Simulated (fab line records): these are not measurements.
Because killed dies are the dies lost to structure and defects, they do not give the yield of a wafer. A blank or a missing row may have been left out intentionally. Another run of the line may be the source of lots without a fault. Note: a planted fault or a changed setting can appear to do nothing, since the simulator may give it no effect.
fab line records / flow sky130
record lots=14 wafers=42 last-day=50
route steps=708 shown SONOS_ONO@186 PAD_OPEN@708
lots that met no fault: from a run of the same line without faults
start-h: the number of hours between the record's first day and the start of the first shown wafer of the lot / wait-h: hours elapsed since this lot's preceding step / " unchanged from the row above / L1.1+2: one row covering several wafers at once / - no value, or no start was given / * or withheld: withheld / < > ~ a bound
route shown NAME@n: NAME is a module with steps in the file, n the number in the route of the first one / usual: the fault-free wafers' mean and standard deviation / same: alike in all rows / chamber/n: place in a boat / sites: each site's reading / _std_site: the values' standard deviation / _edge_site: mean of outer sites minus mean of inner sites / radius-mm: for every site, how far away it sits from the centre of the wafer / mask NAME#n: copy n / behind: the tool/chamber that last shaped the wafer / hold: the reason the lot was held/the length of the hold in hours/how it ended / device: the transistor (n, p or np) that didn't switch / end of line: the route-end tests of the same wafers / a step with no rows: only its recipe / killed: dies that structure and defects cost at the first sort, which is not the same as the wafer's yield / map: a wafer's dies, marking killed ones x, the rest . and places with no die _
set.NAME: the setting that was run; set.NAME@STEP: the one run at that earlier step / model.NAME: the simulator's own value behind a step, which no gauge read
route steps across a sampled set of lots; one table per step, one row per wafer
services: a tool's chamber out of use, with start hour (start-h, from the record's first day; less than 0 if before it), hours out, and reason
## steps
# step SKY_SONOS_ONO_WET_ETCH_18
# recipe chemistry=H3PO4 target-depth-nm=15 target=Si3N4 temp-c=160 time-s=172
# usual run-length-s=199/3.5
lot.wafer=L503.3 tool=wet-bench-03 chamber=0 start-h=282.56 wait-h=0.0 run-length-s=198
lot.wafer=L503.5 tool=wet-bench-03 chamber=0 start-h=282.56 wait-h=0.0 run-length-s=198
lot.wafer=L503.6 tool=wet-bench-03 chamber=0 start-h=282.56 wait-h=0.0 run-length-s=198
lot.wafer=L504.1 tool=wet-bench-01 chamber=1 start-h=297.73 wait-h=0.1 run-length-s=196
lot.wafer=L504.2 tool=wet-bench-01 chamber=1 start-h=297.73 wait-h=0.1 run-length-s=196
lot.wafer=L504.4 tool=wet-bench-01 chamber=1 start-h=297.73 wait-h=0.1 run-length-s=196
lot.wafer=L505.1 tool=wet-bench-02 chamber=1 start-h=312.01 wait-h=0.1 run-length-s=198
lot.wafer=L505.2 tool=wet-bench-02 chamber=1 start-h=312.01 wait-h=0.1 run-length-s=198
lot.wafer=L505.5 tool=wet-bench-02 chamber=1 start-h=312.01 wait-h=0.1 run-length-s=198
lot.wafer=L506.3 tool=wet-bench-02 chamber=0 start-h=312.66 wait-h=0.0 run-length-s=198
lot.wafer=L506.4 tool=wet-bench-02 chamber=0 start-h=312.66 wait-h=0.0 run-length-s=198
lot.wafer=L506.5 tool=wet-bench-02 chamber=0 start-h=312.66 wait-h=0.0 run-length-s=198
lot.wafer=L511.4 tool=wet-bench-03 chamber=0 start-h=345.61 wait-h=0.0 run-length-s=198
lot.wafer=L511.5 tool=wet-bench-03 chamber=0 start-h=345.61 wait-h=0.0 run-length-s=198
lot.wafer=L511.6 tool=wet-bench-03 chamber=0 start-h=345.61 wait-h=0.0 run-length-s=198
lot.wafer=L512.2 tool=wet-bench-01 chamber=2 start-h=353.61 wait-h=0.1 run-length-s=197
lot.wafer=L512.3 tool=wet-bench-01 chamber=2 start-h=353.61 wait-h=0.1 run-length-s=197
lot.wafer=L512.6 tool=wet-bench-01 chamber=2 start-h=353.61 wait-h=0.1 run-length-s=197
lot.wafer=L513.1 tool=wet-bench-03 chamber=3 start-h=362.12 wait-h=0.1 run-length-s=204
lot.wafer=L513.3 tool=wet-bench-03 chamber=3 start-h=362.12 wait-h=0.1 run-length-s=204
lot.wafer=L513.6 tool=wet-bench-03 chamber=3 start-h=362.12 wait-h=0.1 run-length-s=204
lot.wafer=L514.3 tool=wet-bench-01 chamber=0 start-h=370.51 wait-h=0.0 run-length-s=196
lot.wafer=L514.4 tool=wet-bench-01 chamber=0 start-h=370.51 wait-h=0.0 run-length-s=196
lot.wafer=L514.5 tool=wet-bench-01 chamber=0 start-h=370.51 wait-h=0.0 run-length-s=196
lot.wafer=L515.1 tool=wet-bench-01 chamber=0 start-h=379.01 wait-h=0.1 run-length-s=220
lot.wafer=L515.3 tool=wet-bench-01 chamber=0 start-h=379.01 wait-h=0.1 run-length-s=220
lot.wafer=L515.6 tool=wet-bench-01 chamber=0 start-h=379.01 wait-h=0.1 run-length-s=220
lot.wafer=L518.2 tool=wet-bench-01 chamber=1 start-h=411.37 wait-h=0.1 run-length-s=221
lot.wafer=L518.5 tool=wet-bench-01 chamber=1 start-h=411.37 wait-h=0.1 run-length-s=221
lot.wafer=L518.6 tool=wet-bench-01 chamber=1 start-h=411.37 wait-h=0.1 run-length-s=221
lot.wafer=L519.1 tool=wet-bench-03 chamber=2 start-h=411.75 wait-h=0.1 run-length-s=204
lot.wafer=L519.3 tool=wet-bench-03 chamber=2 start-h=411.75 wait-h=0.1 run-length-s=204
lot.wafer=L519.5 tool=wet-bench-03 chamber=2 start-h=411.75 wait-h=0.1 run-length-s=204
lot.wafer=L520.3 tool=wet-bench-02 chamber=1 start-h=423.20 wait-h=0.0 run-length-s=205
lot.wafer=L520.4 tool=wet-bench-02 chamber=1 start-h=423.20 wait-h=0.0 run-length-s=205
lot.wafer=L520.5 tool=wet-bench-02 chamber=1 start-h=423.20 wait-h=0.0 run-length-s=205
lot.wafer=L524.1 tool=wet-bench-02 chamber=1 start-h=456.49 wait-h=0.1 run-length-s=206
lot.wafer=L524.4 tool=wet-bench-02 chamber=1 start-h=456.49 wait-h=0.1 run-length-s=206
lot.wafer=L524.6 tool=wet-bench-02 chamber=1 start-h=456.49 wait-h=0.1 run-length-s=206
lot.wafer=L526.4 tool=wet-bench-03 chamber=0 start-h=467.75 wait-h=0.0 run-length-s=198
lot.wafer=L526.5 tool=wet-bench-03 chamber=0 start-h=467.75 wait-h=0.0 run-length-s=198
lot.wafer=L526.6 tool=wet-bench-03 chamber=0 start-h=467.75 wait-h=0.0 run-length-s=198
# step SKY_PAD_OPEN_PROBE_99
# usual killed_at_M0_to_M3=43/7.3 killed_at_M4_up=3.6/1.9 killed-at-contacts=23/5.3 killed-at-front-end=15/4.5 killed-at-other=0.3/0.72 killed-dies=85/9.4 killed-open=46/6.7 killed-short=38/6.8
# same gross-dies=492 killed-at-back-side=0
lot.wafer=L511.4 tool=prober-01 chamber=- start-h=1129.18 wait-h=0.2 killed_at_M0_to_M3=33 killed_at_M4_up=3 killed-at-contacts=15 killed-at-front-end=20 killed-at-other=0 killed-dies=71 killed-open=40 killed-short=31
lot.wafer=L511.5 tool=prober-01 chamber=- start-h=1129.23 wait-h=0.2 killed_at_M0_to_M3=39 killed_at_M4_up=4 killed-at-contacts=34 killed-at-front-end=14 killed-at-other=0 killed-dies=91 killed-open=55 killed-short=36
lot.wafer=L511.6 tool=prober-01 chamber=- start-h=1129.28 wait-h=0.2 killed_at_M0_to_M3=46 killed_at_M4_up=3 killed-at-contacts=23 killed-at-front-end=17 killed-at-other=0 killed-dies=89 killed-open=52 killed-short=34
lot.wafer=L514.3 tool=prober-02 chamber=- start-h=1164.01 wait-h=0.2 killed_at_M0_to_M3=48 killed_at_M4_up=3 killed-at-contacts=24 killed-at-front-end=11 killed-at-other=0 killed-dies=86 killed-open=50 killed-short=36
lot.wafer=L514.4 tool=prober-02 chamber=- start-h=1164.06 wait-h=0.2 killed_at_M0_to_M3=35 killed_at_M4_up=3 killed-at-contacts=21 killed-at-front-end=22 killed-at-other=0 killed-dies=81 killed-open=39 killed-short=41
lot.wafer=L514.5 tool=prober-02 chamber=- start-h=1164.11 wait-h=0.2 killed_at_M0_to_M3=40 killed_at_M4_up=8 killed-at-contacts=21 killed-at-front-end=11 killed-at-other=1 killed-dies=81 killed-open=48 killed-short=33
lot.wafer=L515.1 tool=prober-02 chamber=- start-h=1164.21 wait-h=0.1 killed_at_M0_to_M3=23 killed_at_M4_up=4 killed-at-contacts=29 killed-at-front-end=18 killed-at-other=0 killed-dies=74 killed-open=40 killed-short=34
lot.wafer=L515.3 tool=prober-02 chamber=- start-h=1164.31 wait-h=0.2 killed_at_M0_to_M3=34 killed_at_M4_up=2 killed-at-contacts=21 killed-at-front-end=13 killed-at-other=0 killed-dies=70 killed-open=35 killed-short=35
lot.wafer=L515.6 tool=prober-02 chamber=- start-h=1164.46 wait-h=0.3 killed_at_M0_to_M3=41 killed_at_M4_up=6 killed-at-contacts=24 killed-at-front-end=17 killed-at-other=0 killed-dies=88 killed-open=54 killed-short=34
lot.wafer=L518.2 tool=prober-02 chamber=- start-h=1170.86 wait-h=0.1 killed_at_M0_to_M3=43 killed_at_M4_up=6 killed-at-contacts=27 killed-at-front-end=17 killed-at-other=0 killed-dies=93 killed-open=48 killed-short=45
lot.wafer=L518.5 tool=prober-02 chamber=- start-h=1171.01 wait-h=0.2 killed_at_M0_to_M3=33 killed_at_M4_up=3 killed-at-contacts=26 killed-at-front-end=14 killed-at-other=1 killed-dies=77 killed-open=45 killed-short=32
lot.wafer=L518.6 tool=prober-02 chamber=- start-h=1171.06 wait-h=0.2 killed_at_M0_to_M3=51 killed_at_M4_up=4 killed-at-contacts=22 killed-at-front-end=11 killed-at-other=0 killed-dies=88 killed-open=42 killed-short=46
lot.wafer=L520.3 tool=prober-01 chamber=- start-h=1173.42 wait-h=0.2 killed_at_M0_to_M3=51 killed_at_M4_up=1 killed-at-contacts=22 killed-at-front-end=9 killed-at-other=0 killed-dies=83 killed-open=39 killed-short=44
lot.wafer=L520.4 tool=prober-01 chamber=- start-h=1173.47 wait-h=0.2 killed_at_M0_to_M3=36 killed_at_M4_up=5 killed-at-contacts=23 killed-at-front-end=28 killed-at-other=0 killed-dies=92 killed-open=52 killed-short=40
lot.wafer=L520.5 tool=prober-01 chamber=- start-h=1173.52 wait-h=0.2 killed_at_M0_to_M3=58 killed_at_M4_up=6 killed-at-contacts=15 killed-at-front-end=16 killed-at-other=0 killed-dies=95 killed-open=54 killed-short=41
# killed by level:class
L511.4 VIA1:geometric-particle:open=8 CONTACT:geometric-particle:open=7 METAL2:geometric-particle:short=7 POLY_GATE:geometric-particle:short=6 FIELD_ISO:geometric-particle:open=4 POLY_GATE:geometric-particle:open=4 LI_CONTACT:geometric-particle:open=4 CONTACT:geometric-particle:short=4
L511.5 CONTACT:geometric-particle:open=15 VIA1:geometric-particle:open=14 LI_CONTACT:geometric-particle:open=7 VIA3:geometric-particle:open=7 FIELD_ISO:geometric-particle:short=5 VIA2:geometric-particle:open=5 LOCAL_INTERCONNECT:geometric-particle:short=5 CONTACT:geometric-particle:short=5
L511.6 CONTACT:geometric-particle:open=11 VIA2:geometric-particle:open=8 VIA3:geometric-particle:open=7 METAL1:geometric-particle:short=6 VIA1:geometric-particle:open=6 VIA1:geometric-particle:short=5 LI_CONTACT:geometric-particle:open=4 FIELD_ISO:geometric-particle:short=3
L514.3 VIA1:geometric-particle:open=18 LI_CONTACT:geometric-particle:open=9 CONTACT:geometric-particle:open=8 METAL1:geometric-particle:short=7 METAL2:geometric-particle:short=6 VIA3:geometric-particle:open=6 CONTACT:geometric-particle:short=4 VIA2:geometric-particle:open=4
L514.4 VIA1:geometric-particle:open=8 CONTACT:geometric-particle:open=7 FIELD_ISO:geometric-particle:open=5 POLY_GATE:geometric-particle:short=5 POLY_GATE:geometric-particle:open=5 METAL1:geometric-particle:short=5 VIA1:geometric-particle:short=5 VIA2:geometric-particle:open=5
L514.5 VIA1:geometric-particle:open=10 CONTACT:geometric-particle:open=9 VIA1:geometric-particle:short=8 LI_CONTACT:geometric-particle:open=7 VIA2:geometric-particle:open=5 METAL1:geometric-particle:short=4 METAL4:geometric-particle:short=4 FIELD_ISO:geometric-particle:short=3
L515.1 CONTACT:geometric-particle:open=11 POLY_GATE:geometric-particle:open=8 LI_CONTACT:geometric-particle:open=8 METAL2:geometric-particle:short=5 CONTACT:geometric-particle:short=4 METAL4:geometric-particle:short=4 POLY_GATE:geometric-particle:short=3 LOCAL_INTERCONNECT:geometric-particle:short=3
L515.3 CONTACT:geometric-particle:open=7 VIA1:geometric-particle:short=6 LI_CONTACT:geometric-particle:open=6 METAL1:geometric-particle:short=6 LOCAL_INTERCONNECT:geometric-particle:short=5 METAL2:geometric-particle:short=5 VIA2:geometric-particle:open=5 POLY_GATE:geometric-particle:open=4
L515.6 CONTACT:geometric-particle:open=9 VIA3:geometric-particle:open=8 VIA1:geometric-particle:open=8 VIA2:geometric-particle:open=6 METAL1:geometric-particle:short=6 FIELD_ISO:geometric-particle:open=4 POLY_GATE:geometric-particle:open=4 LI_CONTACT:geometric-particle:open=4
L518.2 CONTACT:geometric-particle:short=10 CONTACT:geometric-particle:open=9 VIA1:geometric-particle:open=7 METAL1:geometric-particle:short=6 VIA2:geometric-particle:open=6 VIA3:geometric-particle:open=6 POLY_GATE:geometric-particle:open=5 METAL2:geometric-particle:short=5
L518.5 LOCAL_INTERCONNECT:geometric-particle:short=8 CONTACT:geometric-particle:open=8 VIA2:geometric-particle:open=8 VIA3:geometric-particle:open=8 LI_CONTACT:geometric-particle:open=7 VIA1:geometric-particle:open=5 POLY_GATE:geometric-particle:short=4 POLY_GATE:geometric-particle:open=4
L518.6 CONTACT:geometric-particle:open=8 VIA2:geometric-particle:open=7 METAL1:geometric-particle:short=7 VIA1:geometric-particle:open=7 VIA1:geometric-particle:short=7 METAL2:geometric-particle:short=6 FIELD_ISO:geometric-particle:short=5 LI_CONTACT:geometric-particle:open=5
L520.3 VIA1:geometric-particle:open=10 VIA1:geometric-particle:short=7 VIA2:geometric-particle:open=7 METAL3:geometric-particle:short=7 VIA3:geometric-particle:open=6 LI_CONTACT:geometric-particle:open=5 LOCAL_INTERCONNECT:geometric-particle:short=5 FIELD_ISO:geometric-particle:short=4
L520.4 CONTACT:geometric-particle:open=12 POLY_GATE:geometric-particle:short=8 POLY_GATE:geometric-particle:open=8 LI_CONTACT:geometric-particle:open=6 METAL1:geometric-particle:short=6 METAL2:geometric-particle:short=6 FIELD_ISO:geometric-particle:open=5 VIA1:geometric-particle:short=5
L520.5 VIA1:geometric-particle:open=14 VIA1:geometric-particle:short=10 VIA3:geometric-particle:open=7 POLY_GATE:geometric-particle:open=6 CONTACT:geometric-particle:open=6 METAL3:geometric-particle:short=6 METAL2:geometric-particle:short=6 VIA2:geometric-particle:open=6
## services
tool=wet-bench-03 chamber=- start-h=260.93 hours=19.9 kind=repair
## key
first-sign step=SKY_SONOS_ONO_WET_ETCH_18 reading=run-length-s direction=up sigmas=6.1 usual=* struck=*
effect none on later readings
met-at SKY_SONOS_ONO_WET_ETCH_18
struck-lots L515,L518
tester-left-out L515,L518
onset-between 370.51 379.01
fault kind=process-parameter-drift tool=wet-bench-01 chamber=- onset-h=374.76 steps=SKY_SONOS_ONO_WET_ETCH_18 channel=time-s offset=* shape=step end-h=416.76 acts-in=* stated=*
# tester-left-out: of these lots the tester's yield and bins aren't shown, on N5 and GAA mostly nor the transistor test; their killed dies are dies lost to structure and defects alone, not to doping, threshold or leakage, so they don't give the yield
